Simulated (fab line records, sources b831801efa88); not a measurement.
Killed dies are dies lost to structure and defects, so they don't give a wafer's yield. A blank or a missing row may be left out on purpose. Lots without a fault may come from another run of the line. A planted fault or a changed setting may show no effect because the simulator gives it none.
A sampling plan put to the test | flow gf180mcu | one fab line, 45 faults that these records tell of, each judged on the records of the lots that it struck; 1 more is left out, because the records don't allow judging it
The plan is the line's own looks: the steps of the route at which a gauge or an inspection reads the wafer and doesn't change it. A look can be judged if struck wafers have a number there and the file gives its usual mean and standard deviation on fault-free wafers. Caught: at a look after the fault's first step, the mean of the struck wafers lies 4 or more of those standard deviations (sigma) from the usual mean. On the tool: the same test on the tool's own readings at the fault's steps. Another recipe on the struck wafers, or a record that is blank for them alone, also counts as caught.

THE FAULTS, as the simulator had put them in
1. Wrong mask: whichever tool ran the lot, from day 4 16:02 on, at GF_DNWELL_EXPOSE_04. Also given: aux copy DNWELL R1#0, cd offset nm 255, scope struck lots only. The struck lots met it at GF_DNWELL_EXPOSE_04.
2. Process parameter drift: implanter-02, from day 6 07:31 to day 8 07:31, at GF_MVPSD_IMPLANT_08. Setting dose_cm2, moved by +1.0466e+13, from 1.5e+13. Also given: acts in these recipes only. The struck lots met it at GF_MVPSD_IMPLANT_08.
3. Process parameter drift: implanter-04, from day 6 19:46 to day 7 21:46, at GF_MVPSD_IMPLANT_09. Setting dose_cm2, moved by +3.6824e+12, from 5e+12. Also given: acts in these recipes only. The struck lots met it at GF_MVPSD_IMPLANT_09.
4. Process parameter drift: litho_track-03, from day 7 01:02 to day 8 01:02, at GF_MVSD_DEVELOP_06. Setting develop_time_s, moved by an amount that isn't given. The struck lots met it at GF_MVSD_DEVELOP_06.
5. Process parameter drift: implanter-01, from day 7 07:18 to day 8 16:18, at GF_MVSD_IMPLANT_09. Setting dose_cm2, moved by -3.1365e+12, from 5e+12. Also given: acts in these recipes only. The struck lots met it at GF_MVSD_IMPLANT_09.
6. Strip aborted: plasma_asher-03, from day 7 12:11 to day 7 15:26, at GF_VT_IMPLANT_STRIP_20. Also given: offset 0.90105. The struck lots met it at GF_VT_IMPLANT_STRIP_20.
7. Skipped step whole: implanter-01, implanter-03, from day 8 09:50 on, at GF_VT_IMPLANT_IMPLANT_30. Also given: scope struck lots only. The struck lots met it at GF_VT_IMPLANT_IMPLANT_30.
8. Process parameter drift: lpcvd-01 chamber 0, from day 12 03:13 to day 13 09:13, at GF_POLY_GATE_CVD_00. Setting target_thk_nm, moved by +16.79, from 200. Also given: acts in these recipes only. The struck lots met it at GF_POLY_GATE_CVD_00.
9. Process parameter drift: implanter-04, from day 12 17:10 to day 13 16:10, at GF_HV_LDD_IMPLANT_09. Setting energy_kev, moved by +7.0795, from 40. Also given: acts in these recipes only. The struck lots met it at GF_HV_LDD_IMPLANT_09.
10. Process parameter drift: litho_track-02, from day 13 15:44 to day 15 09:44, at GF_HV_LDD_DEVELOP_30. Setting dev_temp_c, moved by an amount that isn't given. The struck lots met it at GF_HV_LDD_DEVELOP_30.
11. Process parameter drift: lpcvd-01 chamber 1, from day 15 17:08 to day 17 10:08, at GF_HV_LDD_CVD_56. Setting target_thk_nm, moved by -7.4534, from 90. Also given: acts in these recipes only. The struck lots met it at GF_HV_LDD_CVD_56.
12. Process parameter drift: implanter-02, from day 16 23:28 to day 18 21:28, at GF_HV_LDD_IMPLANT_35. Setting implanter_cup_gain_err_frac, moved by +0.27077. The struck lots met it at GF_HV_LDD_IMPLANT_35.
13. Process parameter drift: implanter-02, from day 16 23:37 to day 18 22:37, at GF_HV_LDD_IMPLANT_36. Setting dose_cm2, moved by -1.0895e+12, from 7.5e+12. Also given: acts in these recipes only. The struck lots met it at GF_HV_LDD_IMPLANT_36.
14. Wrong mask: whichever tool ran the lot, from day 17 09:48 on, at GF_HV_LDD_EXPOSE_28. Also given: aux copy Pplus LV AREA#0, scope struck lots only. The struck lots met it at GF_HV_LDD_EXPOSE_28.
15. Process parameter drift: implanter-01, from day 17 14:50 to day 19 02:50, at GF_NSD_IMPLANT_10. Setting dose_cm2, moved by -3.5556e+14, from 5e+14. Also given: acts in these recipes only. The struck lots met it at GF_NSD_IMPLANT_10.
16. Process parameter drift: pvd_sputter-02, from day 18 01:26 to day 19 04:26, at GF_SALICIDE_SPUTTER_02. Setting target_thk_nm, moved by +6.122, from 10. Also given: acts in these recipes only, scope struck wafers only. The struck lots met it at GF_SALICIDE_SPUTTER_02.
17. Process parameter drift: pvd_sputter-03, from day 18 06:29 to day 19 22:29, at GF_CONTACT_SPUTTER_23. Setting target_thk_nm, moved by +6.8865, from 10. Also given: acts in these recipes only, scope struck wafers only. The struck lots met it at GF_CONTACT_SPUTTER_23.
18. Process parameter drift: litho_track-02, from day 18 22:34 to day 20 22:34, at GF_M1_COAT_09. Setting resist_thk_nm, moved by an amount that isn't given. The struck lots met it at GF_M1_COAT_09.
19. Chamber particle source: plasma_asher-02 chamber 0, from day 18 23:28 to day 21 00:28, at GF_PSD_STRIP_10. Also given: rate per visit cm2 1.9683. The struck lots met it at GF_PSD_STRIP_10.
20. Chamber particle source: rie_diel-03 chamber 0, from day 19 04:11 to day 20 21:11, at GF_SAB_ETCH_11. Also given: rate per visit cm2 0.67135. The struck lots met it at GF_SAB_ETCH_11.
21. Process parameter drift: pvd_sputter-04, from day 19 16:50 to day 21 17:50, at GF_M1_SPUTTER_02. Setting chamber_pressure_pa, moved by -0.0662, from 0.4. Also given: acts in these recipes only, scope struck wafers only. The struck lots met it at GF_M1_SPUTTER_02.
22. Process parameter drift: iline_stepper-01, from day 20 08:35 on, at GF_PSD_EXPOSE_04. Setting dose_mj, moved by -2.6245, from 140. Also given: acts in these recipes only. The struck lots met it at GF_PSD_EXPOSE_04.
23. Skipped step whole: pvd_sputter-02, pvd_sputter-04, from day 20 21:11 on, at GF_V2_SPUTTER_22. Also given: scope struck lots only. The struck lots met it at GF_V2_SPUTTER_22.
24. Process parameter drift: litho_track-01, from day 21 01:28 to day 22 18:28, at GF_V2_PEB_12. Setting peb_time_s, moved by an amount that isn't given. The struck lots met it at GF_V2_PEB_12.
25. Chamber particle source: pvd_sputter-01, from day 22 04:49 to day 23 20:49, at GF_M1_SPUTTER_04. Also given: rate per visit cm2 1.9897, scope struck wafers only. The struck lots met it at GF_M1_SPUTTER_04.
26. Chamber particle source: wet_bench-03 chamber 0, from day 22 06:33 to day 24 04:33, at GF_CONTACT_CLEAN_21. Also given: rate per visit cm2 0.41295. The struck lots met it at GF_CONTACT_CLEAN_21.
27. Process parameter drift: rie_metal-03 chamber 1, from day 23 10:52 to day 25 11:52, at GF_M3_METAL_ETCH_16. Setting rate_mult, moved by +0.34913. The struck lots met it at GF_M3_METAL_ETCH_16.
28. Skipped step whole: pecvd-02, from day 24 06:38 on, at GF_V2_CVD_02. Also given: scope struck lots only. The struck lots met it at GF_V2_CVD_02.
29. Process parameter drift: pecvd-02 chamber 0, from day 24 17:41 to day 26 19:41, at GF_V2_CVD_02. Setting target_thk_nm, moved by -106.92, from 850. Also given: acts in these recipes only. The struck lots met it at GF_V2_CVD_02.
30. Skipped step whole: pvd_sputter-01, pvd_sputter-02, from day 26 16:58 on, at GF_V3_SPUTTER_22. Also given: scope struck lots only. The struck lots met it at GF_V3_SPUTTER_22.
31. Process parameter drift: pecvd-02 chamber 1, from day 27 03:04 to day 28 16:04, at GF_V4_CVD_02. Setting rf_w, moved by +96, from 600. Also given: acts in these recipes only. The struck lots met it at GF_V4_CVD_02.
32. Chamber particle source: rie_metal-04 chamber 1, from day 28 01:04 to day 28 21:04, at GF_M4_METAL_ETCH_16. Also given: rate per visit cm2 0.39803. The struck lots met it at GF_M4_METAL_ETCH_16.
33. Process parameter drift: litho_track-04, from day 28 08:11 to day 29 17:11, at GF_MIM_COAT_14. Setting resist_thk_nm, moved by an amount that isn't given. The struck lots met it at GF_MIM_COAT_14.
34. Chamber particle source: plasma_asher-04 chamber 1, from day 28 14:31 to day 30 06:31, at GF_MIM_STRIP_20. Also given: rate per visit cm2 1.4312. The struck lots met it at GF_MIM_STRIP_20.
35. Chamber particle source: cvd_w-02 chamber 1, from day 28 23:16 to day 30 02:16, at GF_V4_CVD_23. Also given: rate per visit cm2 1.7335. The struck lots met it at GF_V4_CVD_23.
36. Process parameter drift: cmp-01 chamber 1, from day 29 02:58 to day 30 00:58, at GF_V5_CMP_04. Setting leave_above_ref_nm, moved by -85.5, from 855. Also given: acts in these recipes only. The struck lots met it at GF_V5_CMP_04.
37. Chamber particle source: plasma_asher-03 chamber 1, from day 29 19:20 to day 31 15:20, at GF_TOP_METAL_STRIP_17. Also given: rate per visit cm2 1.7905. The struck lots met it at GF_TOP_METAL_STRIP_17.
38. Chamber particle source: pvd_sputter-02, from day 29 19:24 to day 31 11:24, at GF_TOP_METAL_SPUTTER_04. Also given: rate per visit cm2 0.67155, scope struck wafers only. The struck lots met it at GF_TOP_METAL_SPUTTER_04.
39. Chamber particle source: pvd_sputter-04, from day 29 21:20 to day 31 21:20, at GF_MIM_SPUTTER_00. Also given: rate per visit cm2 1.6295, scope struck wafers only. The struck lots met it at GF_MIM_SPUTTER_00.
40. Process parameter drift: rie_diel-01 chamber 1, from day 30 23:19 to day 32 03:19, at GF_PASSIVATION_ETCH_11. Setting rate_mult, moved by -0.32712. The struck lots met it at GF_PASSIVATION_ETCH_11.
41. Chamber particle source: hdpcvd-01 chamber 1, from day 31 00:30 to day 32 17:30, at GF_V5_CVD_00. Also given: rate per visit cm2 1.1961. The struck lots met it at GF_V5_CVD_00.
42. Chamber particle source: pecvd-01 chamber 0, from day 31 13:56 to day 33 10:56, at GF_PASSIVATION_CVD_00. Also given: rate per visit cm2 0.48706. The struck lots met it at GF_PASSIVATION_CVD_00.
43. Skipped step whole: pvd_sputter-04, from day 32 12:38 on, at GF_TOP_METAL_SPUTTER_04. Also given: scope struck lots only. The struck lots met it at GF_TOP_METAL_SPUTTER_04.
44. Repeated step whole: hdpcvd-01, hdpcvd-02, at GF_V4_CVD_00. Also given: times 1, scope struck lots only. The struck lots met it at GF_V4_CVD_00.
45. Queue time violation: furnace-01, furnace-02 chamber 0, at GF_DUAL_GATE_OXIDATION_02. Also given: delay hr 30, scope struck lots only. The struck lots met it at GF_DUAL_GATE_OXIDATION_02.

WHAT THE PLAN SAW
fault | on the tool itself                               | first look that catches it                      | reading, sigma                                      | median hours from its first step to that look | hours from the fault's start to the first struck lot there | judged looks passed uncaught
1     | no reading that can be judged                    | no look after it can be judged                  | -                                                   | -                                             | -                                                          | 0
2     | dose_ions_cm2 +99 or beyond sigma                | GF_MVPSD_TW_MEAS_11                             | MVPSD_TW +14                                        | 0.4                                           | 13                                                         | 0
3     | dose_ions_cm2 +99 or beyond sigma                | GF_VT_IMPLANT_RS_MEAS_49                        | MVPSD_RS -40                                        | 67.3                                          | 73                                                         | 2
4     | no reading that can be judged                    | GF_MVSD_TW_MEAS_11                              | MVSD_TW -77                                         | 1.0                                           | 3                                                          | 0
5     | dose_ions_cm2 -99 or beyond sigma                | GF_VT_IMPLANT_RS_MEAS_46                        | MVSD_RS +53                                         | 86.0                                          | 90                                                         | 1
6     | oes_product_au +40 sigma                         | GF_VT_IMPLANT_TW_MEAS_32                        | VT_IMPLANT_3_TW -77                                 | 15.6                                          | 19                                                         | 0
7     | the tool's record is blank for the struck wafers | GF_VT_IMPLANT_TW_MEAS_32                        | VT_IMPLANT_3_TW -77                                 | 0.2                                           | 3                                                          | 0
8     | under 2 sigma                                    | GF_POLY_GATE_THK_MEAS_01                        | POLY_GATE_CVD_00_THK +8.3                           | 1.3                                           | 18                                                         | 0
9     | beam_energy_keV +99 or beyond sigma              | none of the 3 looks that can be judged after it | strongest: HV_LDD_TW at GF_HV_LDD_TW_MEAS_11, +3.9  | -                                             | -                                                          | 3
10    | developer_temp_C +8.9 sigma                      | not the one look that can be judged after it    | -                                                   | -                                             | -                                                          | 1
11    | under 2 sigma                                    | GF_HV_LDD_THK_MEAS_57                           | HV_LDD_CVD_56_THK -9.5                              | 1.4                                           | 6                                                          | 0
12    | faraday_current_uA +12 sigma                     | GF_HV_LDD_RS_MEAS_53                            | HV_LDD_RS +5.3                                      | 23.7                                          | 26                                                         | 0
13    | dose_ions_cm2 -99 or beyond sigma                | not the one look that can be judged after it    | strongest: HV_LDD_RS at GF_HV_LDD_RS_MEAS_53, +3.3  | -                                             | -                                                          | 1
14    | no reading that can be judged                    | GF_HV_LDD_TW_MEAS_38                            | HV_LDD_3_TW -99 or beyond                           | 12.2                                          | 18                                                         | 0
15    | dose_ions_cm2 -99 or beyond sigma                | GF_PSD_RS_MEAS_14                               | NSD_RS +48                                          | 24.0                                          | 26                                                         | 1
16    | under 2 sigma                                    | GF_SALICIDE_RS_MEAS_04                          | SALICIDE_TIN_RS -18                                 | 0.1                                           | 10                                                         | 0
17    | only faintly: throttle_valve_pct -2.0 sigma      | no look after it can be judged                  | -                                                   | -                                             | -                                                          | 0
18    | no reading that can be judged                    | no look after it can be judged                  | -                                                   | -                                             | -                                                          | 0
19    | under 2 sigma                                    | not the one look that can be judged after it    | -                                                   | -                                             | -                                                          | 1
20    | under 2 sigma                                    | not the one look that can be judged after it    | -                                                   | -                                             | -                                                          | 1
21    | chamber_pressure_pa -82 sigma                    | GF_M1_RS_MEAS_05                                | M1_ALCU_RS -4.5                                     | 0.1                                           | 23                                                         | 0
22    | exposure_dose_mJ_cm2 -18 sigma                   | none of the 2 looks that can be judged after it | strongest: cd_nm at GF_PSD_CD_MEAS_07, -2.5         | -                                             | -                                                          | 2
23    | the tool's record is blank for the struck wafers | no look after it can be judged                  | -                                                   | -                                             | -                                                          | 0
24    | under 2 sigma                                    | GF_V2_CD_MEAS_14                                | cd_nm +5.3                                          | 0.3                                           | 5                                                          | 0
25    | only faintly: throttle_valve_pct -2.1 sigma      | none of the 2 looks that can be judged after it | -                                                   | -                                             | -                                                          | 2
26    | no reading that can be judged                    | not the one look that can be judged after it    | -                                                   | -                                             | -                                                          | 1
27    | under 2 sigma                                    | no look after it can be judged                  | -                                                   | -                                             | -                                                          | 0
28    | the tool's record is blank for the struck wafers | no look after it can be judged                  | -                                                   | -                                             | -                                                          | 0
29    | under 2 sigma                                    | GF_V2_THK_MEAS_03                               | V2_CVD_02_THK -9.1                                  | 0.1                                           | 1                                                          | 0
30    | the tool's record is blank for the struck wafers | no look after it can be judged                  | -                                                   | -                                             | -                                                          | 0
31    | rf_fwd_power_W +53 sigma                         | none of the 2 looks that can be judged after it | strongest: V4_CVD_02_THK at GF_V4_THK_MEAS_03, +3.6 | -                                             | -                                                          | 2
32    | under 2 sigma                                    | none of the 2 looks that can be judged after it | -                                                   | -                                             | -                                                          | 2
33    | no reading that can be judged                    | no look after it can be judged                  | -                                                   | -                                             | -                                                          | 0
34    | under 2 sigma                                    | no look after it can be judged                  | -                                                   | -                                             | -                                                          | 0
35    | under 2 sigma                                    | not the one look that can be judged after it    | -                                                   | -                                             | -                                                          | 1
36    | under 2 sigma                                    | none of the 3 looks that can be judged after it | -                                                   | -                                             | -                                                          | 3
37    | under 2 sigma                                    | no look after it can be judged                  | -                                                   | -                                             | -                                                          | 0
38    | under 2 sigma                                    | not the one look that can be judged after it    | -                                                   | -                                             | -                                                          | 1
39    | under 2 sigma                                    | none of the 3 looks that can be judged after it | -                                                   | -                                             | -                                                          | 3
40    | oes_product_au -39 sigma                         | no look after it can be judged                  | -                                                   | -                                             | -                                                          | 0
41    | no reading that can be judged                    | no look after it can be judged                  | -                                                   | -                                             | -                                                          | 0
42    | only faintly: heater_power_w +2.1 sigma          | not the one look that can be judged after it    | -                                                   | -                                             | -                                                          | 1
43    | the tool's record is blank for the struck wafers | GF_TOP_METAL_THK_MEAS_06                        | TOP_METAL_ALCU_THK +5.2                             | 0.2                                           | 4                                                          | 0
44    | no reading that can be judged                    | GF_V4_THK_MEAS_01                               | V4_CVD_00_THK +99 or beyond                         | 0.3                                           | -                                                          | 0
45    | under 2 sigma                                    | not the one look that can be judged after it    | -                                                   | -                                             | -                                                          | 1
A dash: the fault isn't caught, or these records don't give the number.

Caught at a look: 17 of 45. Caught on the tool: 18 of 45. By one or the other: 26 of 45.
Caught on the tool alone: faults 9, 10, 13, 22, 23, 28, 30, 31, 40.
Caught at a look alone: faults 4, 8, 11, 14, 16, 24, 29, 44.
Caught by neither: faults 1, 17, 18, 19, 20, 25, 26, 27, 32, 33, 34, 35, 36, 37, 38, 39, 41, 42, 45.

THINNER SAMPLING
If the look that catches a fault measured only every second or every third lot, by lot number, the first struck lot would be measured this late in the worst case:
fault | struck lots at that look, in order of time | every lot | every second lot | every third lot
2     | L371, L375                                 | 13 h      | may miss all 2   | may miss all 2
3     | L455, L457                                 | 73 h      | may miss all 2   | may miss all 2
4     | L878, L879                                 | 3 h       | 10 h             | may miss all 2
5     | L724, L725                                 | 90 h      | 93 h             | may miss all 2
6     | L356                                       | 19 h      | may miss it      | may miss it
7     | L501, L502, L503                           | 3 h       | 10 h             | 17 h
8     | L636                                       | 18 h      | may miss it      | may miss it
11    | L860                                       | 6 h       | may miss it      | may miss it
12    | L788, L789                                 | 26 h      | 32 h             | may miss all 2
14    | L490                                       | 18 h      | may miss it      | may miss it
15    | L800, L801, L803                           | 26 h      | 48 h             | may miss all 3
16    | L172, L174                                 | 10 h      | may miss all 2   | may miss all 2
21    | L603                                       | 23 h      | may miss it      | may miss it
24    | L639, L640                                 | 5 h       | 17 h             | may miss all 2
29    | L762                                       | 1 h       | may miss it      | may miss it
43    | L613, L614                                 | 4 h       | 10 h             | may miss all 2
Hours are from the fault's start to the first struck lot that is measured. The limit of 4 sigma was tested on all struck wafers together, so one lot alone may lie under it. Other struck lots may not be in these records.

THE LONGEST TIMED WAY FROM STEP TO LOOK
Fault 5: a median of 86.0 hours passes between GF_MVSD_IMPLANT_09 and GF_VT_IMPLANT_RS_MEAS_46. The look between them that can be judged stayed within 4 sigma: GF_MVSD_TW_MEAS_11.
